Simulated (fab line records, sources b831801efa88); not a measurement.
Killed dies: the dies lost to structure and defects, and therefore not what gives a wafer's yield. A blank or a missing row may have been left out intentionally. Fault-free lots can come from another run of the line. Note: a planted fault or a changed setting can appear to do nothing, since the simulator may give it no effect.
What tool caused it? ; flow gf180mcu ; 6 lots, 18 wafers sampled, at 3 steps of a route of 602

## WHAT THE GAUGES SHOWED, per wafer
GF_V4_CD_MEAS_14: target cd 260 nm.
lot;measured;on;cdNm (nm)
L890;day 25 16:55;cdSem-01;259.8 258.4 259.0
L894;day 27 05:49;cdSem-01;256.7 256.8 256.1
L896;day 27 20:58;cdSem-02;259.6 258.4 258.0
L904;day 29 17:59;cdSem-02;272.1 271.8 271.7
L906;day 30 12:22;cdSem-01;272.7 271.9 271.8
L909;day 31 15:08;cdSem-02;260.7 261.0 260.6

## EACH LOT AND THE TOOL THAT RAN IT (in order: tool; ch and the chambers of the sampled wafers; start)
lot;GF_M4_METAL_ETCH_16;GF_V4_PEB_12
L890;rieMetal-03 ch 0,1, day 24 18:07;lithoTrack-02 ch 0, day 25 16:29
L894;rieMetal-01 ch 0,1, day 26 07:28;lithoTrack-01 ch 0, day 27 05:28
L896;rieMetal-02 ch 0,1, day 27 00:22;lithoTrack-02 ch 0, day 27 20:37
L904;rieMetal-01 ch 0,1, day 28 21:44;lithoTrack-02 ch 0, day 29 17:34
L906;rieMetal-03 ch 0,1, day 29 16:34;lithoTrack-02 ch 0, day 30 12:02
L909;rieMetal-02 ch 0,1, day 30 19:34;lithoTrack-03 ch 0, day 31 14:47
- GF_M4_METAL_ETCH_16: etches the open film in Cl2/BCl3, stops on SiO2, target depth 627.5 nm, time 104.6 s.
- GF_V4_PEB_12: peb time 90 s.

## THE ANSWER, worked out from the rows above alone
Rule: the lots themselves supply what counts as usual. The widest of any qualifying gaps counts: lots, ordered by their means at a reading, are off when they make up no more than a third of the lots, leave a main group of 4 or more, and stand apart from it by 3 or more times the standard deviation of that group's means. If all means in a main group match to the digits the tables above print for the reading, that group is not used. A lot without any number at a reading at which 4 lots or more have one is off too. Any other lot the step has rows for is counted as sound.
Off at GF_V4_CD_MEAS_14 (cdNm): L904, L906. For the main group the mean is 258.8 nm and the standard deviation 1.5.
If a tool, at a process step before that reading, ran all the lots that are off and no sound lot after the first of them, it fits. The gauges at GF_V4_CD_MEAS_14 are tried like those tools. One fits: GF_V4_PEB_12 on lithoTrack-02. A fault onset in the window from L896 (day 27 20:37, its last sound lot) to L904 (day 29 17:34, its first lot off) fits.

## WHAT THE SIMULATOR HAD PUT IN
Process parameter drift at GF_V4_PEB_12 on lithoTrack-02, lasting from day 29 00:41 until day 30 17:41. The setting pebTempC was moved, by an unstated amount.
Struck lots among those shown: L904, L906. This agrees with what the rule above found.
